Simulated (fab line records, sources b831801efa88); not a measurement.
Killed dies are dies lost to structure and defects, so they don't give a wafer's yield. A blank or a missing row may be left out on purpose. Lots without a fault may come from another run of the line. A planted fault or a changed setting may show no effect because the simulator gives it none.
fab line records | flow gf180mcu | part 2 of 2: steps 28 to 37 of 37
record lots=5 wafers=15 last_day=31
route steps=602 shown SAB@272 SALICIDE@278 CONTACT@287
lots that met no fault: from a run of the same line without faults
start_h: hours from the record's first day to the start of the lot's first wafer shown | wait_h: hours since the lot's step before | " the same as in the row above | L1.1+2: a row that stands for several wafers | - no value, or no start given | * or withheld: withheld | < > ~ a bound
route shown NAME@n: a module of which the file shows steps, and the number in the route of the first | usual: mean/standard deviation of fault-free wafers | same: alike in all rows | chamber/n: place in a boat | sites: the reading at each site | _std_site: their standard deviation | _edge_site: outer sites' mean less inner sites' | radius_mm: how far each site lies from the wafer's centre | mask NAME#n: copy n | behind: the tool/chamber that last shaped the wafer | hold: why the lot was held/for how many hours/how that ended | device: the transistor (n, p or np) that didn't switch | end of line: the same wafers' tests at the end of the route | a step without rows: its recipe alone | killed: dies lost to structure and defects at the first sort, not the wafer's yield | map: a wafer's dies, x killed, . not, _ none there
set.NAME: the setting as run; set.NAME@STEP: as run at that earlier step | model.NAME: the simulator's own value behind a step, which no gauge read
lots at some steps of the route; a table a step, a row a wafer
services: from which hour (start_h, from the record's first day; less than 0 if before it) a tool's chamber was out of use, for how many hours, and why
## steps
# step GF_CONTACT_PEB_12
# recipe peb_temp_c=135 peb_time_s=90 resist=KrF
# usual exhaust_pa=45.1/1 plate_temp_C=135.04/0.13
# columns lot.wafer tool chamber start_h wait_h exhaust_pa plate_temp_C
L076.3 litho_track-01 0 - - 43.4 135.16
L076.4 " 0 " " 44.5 134.96
L076.5 " 0 " " 43.9 135.08
L078.1 litho_track-04 0 - - 45.4 135.13
L078.3 " 0 " " 45.4 135.09
L078.4 " 0 " " 45.3 135.03
L079.2 litho_track-02 0 - - 46.2 135.17
L079.3 " 0 " " 46.1 134.96
L079.4 " 0 " " 46.7 135.09
L081.2 litho_track-04 0 - - 44.5 135.00
L081.4 " 0 " " 45.4 134.94
L081.5 " 0 " " 44.5 134.97
L083.1 litho_track-02 0 - - 44.5 135.00
L083.2 " 0 " " 45.2 134.89
L083.4 " 0 " " 45.2 135.03
# step GF_CONTACT_DEVELOP_13
# recipe develop_time_s=60 resist=KrF dev_temp_c=21
# usual exhaust_pa=45.1/0.88
# same develop_time_s=60
# columns lot.wafer tool chamber start_h wait_h exhaust_pa
L076.3 litho_track-01 0 382.56 0.1 44.4
L076.4 " 0 " " 42.8
L076.5 " 0 " " 43.5
L078.1 litho_track-04 0 400.36 0.2 45.7
L078.3 " 0 " " 44.5
L078.4 " 0 " " 45.5
L079.2 litho_track-02 0 407.98 0.2 45.3
L079.3 " 0 " " 45.4
L079.4 " 0 " " 44.6
L081.2 litho_track-04 0 420.84 0.2 43.7
L081.4 " 0 " " 45.3
L081.5 " 0 " " 46.7
L083.1 litho_track-02 0 444.41 0.2 44.6
L083.2 " 0 " " 44.7
L083.4 " 0 " " 45.8
# step GF_CONTACT_CD_MEAS_14
# recipe target_cd_nm=220
# usual cd_nm=220.0/1.2
# columns lot.wafer tool chamber start_h wait_h cd_nm
L076.3 cd_sem-01 - 382.70 0.1 220.2
L076.4 " - " " 219.5
L076.5 " - " " 219.7
L078.1 cd_sem-01 - 400.51 0.1 219.5
L078.3 " - " " 219.2
L078.4 " - " " 220.6
L079.2 cd_sem-02 - 408.13 0.1 219.5
L079.3 " - " " 220.4
L079.4 " - " " 219.5
L081.2 cd_sem-02 - 420.98 0.1 218.8
L081.4 " - " " 217.6
L081.5 " - " " 219.2
L083.1 cd_sem-02 - 444.56 0.1 219.2
L083.2 " - " " 219.1
L083.4 " - " " 219.5
# step GF_CONTACT_OVL_MEAS_15
# usual CONTACT_OVL=2/7.5
# columns lot.wafer tool chamber start_h wait_h CONTACT_OVL[nm]
L076.3 overlay-01 - 382.79 0.1 8
L076.4 " - " " 4
L076.5 " - " " 0
L078.1 overlay-01 - 400.63 0.1 3
L078.3 " - " " 6
L078.4 " - " " 9
L079.2 overlay-02 - 408.23 0.1 9
L079.3 " - " " 10
L079.4 " - " " 2
L081.2 overlay-02 - 421.09 0.1 5
L081.4 " - " " 5
L081.5 " - " " 6
L083.1 overlay-02 - 444.68 0.1 6
L083.2 " - " " 15
L083.4 " - " " 10
# step GF_CONTACT_ETCH_16
# recipe chemistry=N2/H2 target_depth_a=withheld overetch_a=withheld time_s=withheld target=BARC ion_energy_ev=200 source_w=500 bias_w=100 pressure_mtorr=30 n2_flow_sccm=100 h2_flow_sccm=200
# usual bias_w=99.9/0.32 drypump_motor_current_A=5.8/0.46 oes_product_au=0.855/0.0044 throttle_valve_pct=13.224/0.0082
# columns lot.wafer tool chamber start_h wait_h bias_w drypump_motor_current_A oes_product_au throttle_valve_pct
L076.3 rie_diel-04 0 382.81 0.0 100.0 6.1 0.854 13.219
L076.4 " 2 " " 100.3 5.1 0.859 13.224
L076.5 " 0 " " 99.8 6.1 0.857 13.218
L078.1 rie_diel-04 2 400.67 0.0 100.1 5.1 0.849 13.230
L078.3 " 0 " " 100.2 6.1 0.854 13.215
L078.4 " 1 " " 99.5 6.7 0.853 13.237
L079.2 rie_diel-04 2 408.26 0.0 100.6 5.1 0.858 13.214
L079.3 " 1 " " 100.0 6.7 0.851 13.223
L079.4 " 3 " " 99.5 6.0 0.848 13.239
L081.2 rie_diel-03 3 421.12 0.0 100.0 5.4 0.853 13.218
L081.4 " 0 " " 100.1 5.7 0.857 13.232
L081.5 " 0 " " 100.1 5.7 0.863 13.216
L083.1 rie_diel-04 0 444.71 0.0 99.6 6.1 0.852 13.228
L083.2 " 1 " " 100.7 6.7 0.857 13.215
L083.4 " 3 " " 99.4 6.0 0.852 13.239
# step GF_CONTACT_ETCH_17
# recipe chemistry=C4F8/O2/Ar mask_material=KrF target=SiO2 stop_on=CoSi2 source_w=1500 bias_w=1200 pressure_mtorr=40 c4f8_flow_sccm=withheld O2_flow_sccm=6 Ar_flow_sccm=300 time_s=withheld target_depth_a=8600
# usual bias_w=1200/3.3 oes_product_au=0.814/0.0052
# columns lot.wafer tool chamber start_h wait_h bias_w oes_product_au
L076.3 rie_diel-04 0 - - 1195 0.820
L076.4 " 2 " " 1201 0.806
L076.5 " 0 " " 1196 0.818
L078.1 rie_diel-04 2 - - 1205 0.813
L078.3 " 0 " " 1198 0.819
L078.4 " 1 " " 1199 0.811
L079.2 rie_diel-04 2 - - 1201 0.808
L079.3 " 1 " " 1200 0.821
L079.4 " 3 " " 1197 0.821
L081.2 rie_diel-03 3 - - 1195 0.821
L081.4 " 0 " " 1203 0.806
L081.5 " 0 " " 1192 0.821
L083.1 rie_diel-04 0 - - 1203 0.810
L083.2 " 1 " " 1199 0.814
L083.4 " 3 " " 1207 0.815
# step GF_CONTACT_STRIP_18
# recipe chemistry=O2/N2 power_w=1400 pressure_mtorr=1500 platen_temp_c=250 o2_flow_sccm=3000 n2_flow_sccm=300 overash_fraction=0.5
# usual drypump_motor_current_A=5.52/0.2 heater_power_w=320/10 oes_product_au=0.581/0.0049
# columns lot.wafer tool chamber start_h wait_h drypump_motor_current_A heater_power_w oes_product_au rf_hours_counter_h
L076.3 plasma_asher-01 1 383.01 - 5.33 321 0.578 -
L076.4 " 0 " " 5.51 315 0.584 -
L076.5 " 0 " " 5.50 306 0.573 -
L078.1 plasma_asher-01 1 400.83 - 5.33 340 0.578 78
L078.3 " 0 " " 5.51 315 0.583 -
L078.4 " 1 " " 5.30 326 0.574 -
L079.2 plasma_asher-01 1 408.43 - 5.30 327 0.587 79
L079.3 " 0 " " 5.51 315 0.592 -
L079.4 " 1 " " 5.29 323 0.575 -
L081.2 plasma_asher-04 0 421.28 - 5.21 328 0.572 32
L081.4 " 0 " " 5.23 326 0.576 -
L081.5 " 1 " " 5.59 341 0.576 -
L083.1 plasma_asher-01 0 444.88 - 5.52 310 0.581 84
L083.2 " 1 " " 5.33 323 0.580 84
L083.4 " 0 " " 5.51 310 0.587 -
# step GF_CONTACT_CLEAN_19
# recipe chemistry=SPM
# columns lot.wafer tool chamber start_h wait_h
L076.3+4+5 wet_bench-04 3 383.08 0.0
L078.1+3+4 wet_bench-03 1 400.93 0.1
L079.2+3+4 wet_bench-02 1 408.53 0.1
L081.2+4+5 wet_bench-02 1 421.38 0.1
L083.1+2+4 wet_bench-04 0 444.98 0.1
# step GF_CONTACT_CLEAN_20
# recipe chemistry=DIW
# columns lot.wafer tool chamber start_h wait_h
L076.3+4+5 wet_bench-02 3 383.17 0.0
L078.1+3+4 wet_bench-02 1 401.03 0.0
L079.2+3+4 wet_bench-04 3 408.62 0.0
L081.2+4+5 wet_bench-04 1 421.47 0.0
L083.1+2+4 wet_bench-03 3 445.07 0.0
# step GF_CONTACT_CLEAN_21
# recipe chemistry=dHF time_s=20 dilution=100:1 dry=ipa_marangoni
# columns lot.wafer tool chamber start_h wait_h
L076.3+4+5 wet_bench-04 3 383.26 0.0
L078.1+3+4 wet_bench-04 3 401.12 0.0
L079.2+3+4 wet_bench-02 0 408.71 0.0
L081.2+4+5 wet_bench-02 3 421.57 0.0
L083.1+2+4 wet_bench-02 2 445.16 0.0
## services
# columns tool chamber start_h hours kind
cmp-02 - 334.69 6.9 pm
krf_scanner-01 - 340.30 0.8 pm
hdpcvd-01 - 343.03 1.7 repair
rie_diel-02 2 344.41 14.2 repair
rie_diel-04 2 355.52 4.1 repair
hdpcvd-02 1 360.36 3.8 repair
krf_scanner-01 - 361.20 1.0 pm
wet_bench-02 - 362.60 1.9 pm
pvd_sputter-01 - 363.03 2.3 repair
hdpcvd-02 - 363.51 14.6 pm
pecvd-04 - 368.88 14.0 pm
plasma_asher-01 - 384.36 4.9 repair
plasma_asher-01 - 386.80 0.4 repair
rie_diel-02 - 390.64 0.6 repair
plasma_asher-03 - 393.18 3.2 repair
rie_diel-02 1 402.51 12.1 repair
cmp-02 - 404.29 4.0 pm
cmp-02 - 404.65 1.0 repair
rie_diel-02 - 405.74 0.6 repair
rie_diel-02 - 406.72 14.6 pm
pvd_sputter-03 - 417.47 2.4 repair
wet_bench-01 - 419.14 1.2 repair
rie_diel-02 0 422.79 16.2 repair
cmp-02 - 430.34 1.1 repair
